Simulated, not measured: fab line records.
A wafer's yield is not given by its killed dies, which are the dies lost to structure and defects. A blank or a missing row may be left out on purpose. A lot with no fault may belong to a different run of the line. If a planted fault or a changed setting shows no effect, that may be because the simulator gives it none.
A lot that was struck, set against a sound lot	flow sky130	35 out of 708 route steps
Sound: these wafers, L373.1, L373.2, L373.6. Wafers struck: L382.1, L382.2, L382.4. The cause comes at the end.
Each step with rows lists, per side, the tool, then ch with its chambers, then its first start. Under that, the readings that differ: sound wafers	struck wafers	difference of the means	sigmas: that difference in standard deviations of wafers without a fault.
alike: readings whose means differ by less than 2 such deviations, and words and numbers that are the same on both sides. not compared: withheld readings, readings that some wafer has no value for, bounds like >300 that may hide the same value, and numbers for which the record gives no deviation and whose values overlap.
A row with sigmas, a row that says differs or no value, or rows on one side alone: a step with any of these is where the two part. When numbers do not overlap yet have no deviation, they are printed without sigmas and do not part them. Lack of a reading on every wafer of one side parts them only where that side has two or more wafers.

SKY_SD_P_CD_MEAS_07: the cd target is 380 nm.
  sound on cd-sem-02 at day 28 06:01; struck on cd-sem-02 at day 30 22:46
  alike: cd-nm
SKY_SD_P_OVL_MEAS_08:
  sound on overlay-02 at day 28 06:08; struck on overlay-02 at day 30 22:53
  alike: SD_P_OVL
after that, 1 step had no rows for these wafers: SKY_SD_P_IMPLANT_09.
SKY_SD_P_STRIP_10: strips in O2/N2.
  sound on plasma-asher-04 ch 0,1, day 28 06:20; struck on plasma-asher-01 ch 0,1, day 30 23:05
  alike: chamber-pressure-mTorr, drypump-motor-current-A, oes-product-au, strip-time-to-endpoint-s
  not compared: rf-hours-counter-h
SKY_SD_P_TW_MEAS_11:
  sound on film-metro-02 at day 28 06:26; struck on film-metro-03 at day 30 23:11
  alike: SD_P_TW
then, 7 steps without rows for these wafers: SKY_RES_XHIGH_DEHYDRATE_00 (time 60 s); SKY_RES_XHIGH_HMDS_01 (prime time 60 s); SKY_RES_XHIGH_COAT_02 (resist thk 1140 nm); SKY_RES_XHIGH_SOFTBAKE_03 (time 60 s); SKY_RES_XHIGH_EXPOSE_04 (exposes mask URPM, target cd 1270 nm); SKY_RES_XHIGH_PEB_05; SKY_RES_XHIGH_DEVELOP_06 (develop time 60 s).
SKY_RES_XHIGH_IMPLANT_07:
  sound on implanter-04 ch 0, day 29 10:49; struck on implanter-03 ch 0, day 32 01:53
reading	sound	struck	difference	sigmas
beam-on-s (s)	41.0 41.5 41.2	23.5 23.1 24.4	-17.6	-7
dose-ions-cm2	3.604e+14 3.601e+14 3.605e+14	2.258e+14 2.257e+14 2.262e+14	-1.344e+14	-99 or more
  alike: tilt-deg
SKY_RES_XHIGH_STRIP_08: strips in O2/N2.
  sound on plasma-asher-03 ch 0,1, day 29 10:58; struck on plasma-asher-02 ch 0,1, day 32 02:02
  alike: chamber-pressure-mTorr, drypump-motor-current-A, oes-product-au, strip-time-to-endpoint-s
  not compared: rf-hours-counter-h
SKY_RES_XHIGH_TW_MEAS_09:
  sound on film-metro-02 at day 29 11:04; struck on film-metro-02 at day 32 02:08
reading	sound	struck	difference	sigmas
RES_XHIGH_TW	1622 1624 1619	1404 1408 1410	-214	-19
then, 7 steps without rows for these wafers: SKY_SD_N_DEHYDRATE_00 (time 60 s); SKY_SD_N_HMDS_01 (prime time 60 s); SKY_SD_N_COAT_02 (resist thk 1140 nm); SKY_SD_N_SOFTBAKE_03 (time 60 s); SKY_SD_N_EXPOSE_04 (exposes mask NSDM, target cd 380 nm); SKY_SD_N_PEB_05; SKY_SD_N_DEVELOP_06 (develop time 60 s).
SKY_SD_N_CD_MEAS_07: the cd target is 380 nm.
  sound on cd-sem-01 at day 30 15:20; struck on cd-sem-02 at day 33 04:59
  alike: cd-nm
SKY_SD_N_OVL_MEAS_08:
  sound on overlay-01 at day 30 15:28; struck on overlay-02 at day 33 05:06
  alike: SD_N_OVL
then, 2 steps without rows for these wafers: SKY_SD_N_IMPLANT_09; SKY_SD_N_IMPLANT_10.
SKY_SD_N_STRIP_11: strips in O2/N2.
  sound on plasma-asher-01 ch 0,1, day 30 15:47; struck on plasma-asher-01 ch 0,1, day 33 05:26
  alike: chamber-pressure-mTorr, drypump-motor-current-A, oes-product-au, strip-time-to-endpoint-s
  not compared: rf-hours-counter-h
SKY_SD_N_TW_MEAS_12:
  sound on film-metro-04 at day 30 15:53; struck on film-metro-02 at day 33 05:32
  alike: SD_N_TW
then, 1 step without rows for these wafers: SKY_SD_N_CLEAN_13 (cleans in SC1/SC2, time 150 s).
SKY_SD_N_RTA_14: time 2 s.
  sound on rtp-anneal-02 ch 0, day 30 16:00; struck on rtp-anneal-01 ch 0, day 33 05:39
  alike: lamp-power-pct, wafer_temp_C_max
SKY_SD_N_RS_MEAS_16: measures by four-point-probe.
  sound on film-metro-04 at day 30 16:11; struck on film-metro-04 at day 33 05:49
  alike: SD_N_RS
SKY_SD_N_RS_MEAS_17: measures by four-point-probe.
  sound on film-metro-04 at day 30 16:18; struck on film-metro-04 at day 33 05:56
  alike: SD_P_RS
SKY_SD_N_RS_MEAS_18: measures by four-point-probe.
  sound on film-metro-04 at day 30 16:25; struck on film-metro-04 at day 33 06:04
reading	sound	struck	difference	sigmas
RES_XHIGH_RS (ohm/sq)	334.5 334.2 333.8	486.2 487.1 487.6	+152.8	+99 or more
then, 1 step without rows for these wafers: SKY_SALICIDE_CLEAN_00 (cleans in HF-last, time 30 s).
-- the record jumps here: 16 days lie between the struck wafers' starts before and after (it left off in module SALICIDE and takes up again in module PAD_OPEN, whose first step shown is number 708 of the route) --
SKY_PAD_OPEN_PROBE_99:
  sound on prober-02 at day 47 16:54; struck on prober-01 at day 49 11:42
reading	sound	struck	difference	sigmas
model.etest.res-xhigh-po.line-ohm-um	5555 5531 5715	1.545e+04 1.567e+04 1.618e+04	+1.017e+04	
model.etest.res-xhigh-po.rs-ohm-sq	1919 1975 1982	5456 5408 5750	+3579	
model.etest.res-xhigh-po.rs-ohm-sq-range	76.4 75.62 74.56	301.4 256.1 340.4	+223.8	
model.etest.res-xhigh-po.rs-ohm-sq-rim-less-centre	-49.45 -30.72 -37.79	238.3 147.1 242.3	+248.6	
  alike: killed_at_M0_to_M3, killed_at_M4_up, killed-at-contacts, killed-at-front-end, killed-at-other, killed-dies, killed-open, killed-short

== WHERE THEY PART ==
At SKY_RES_XHIGH_IMPLANT_07 first; at SKY_SD_N_RS_MEAS_18 last (within this record only). Later steps at which nothing parts them and some readings are alike: SKY_PAD_OPEN_PROBE_99.

WHY: whatever the simulator had introduced
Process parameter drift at SKY_RES_XHIGH_IMPLANT_07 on implanter-03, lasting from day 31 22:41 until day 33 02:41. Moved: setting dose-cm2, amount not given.
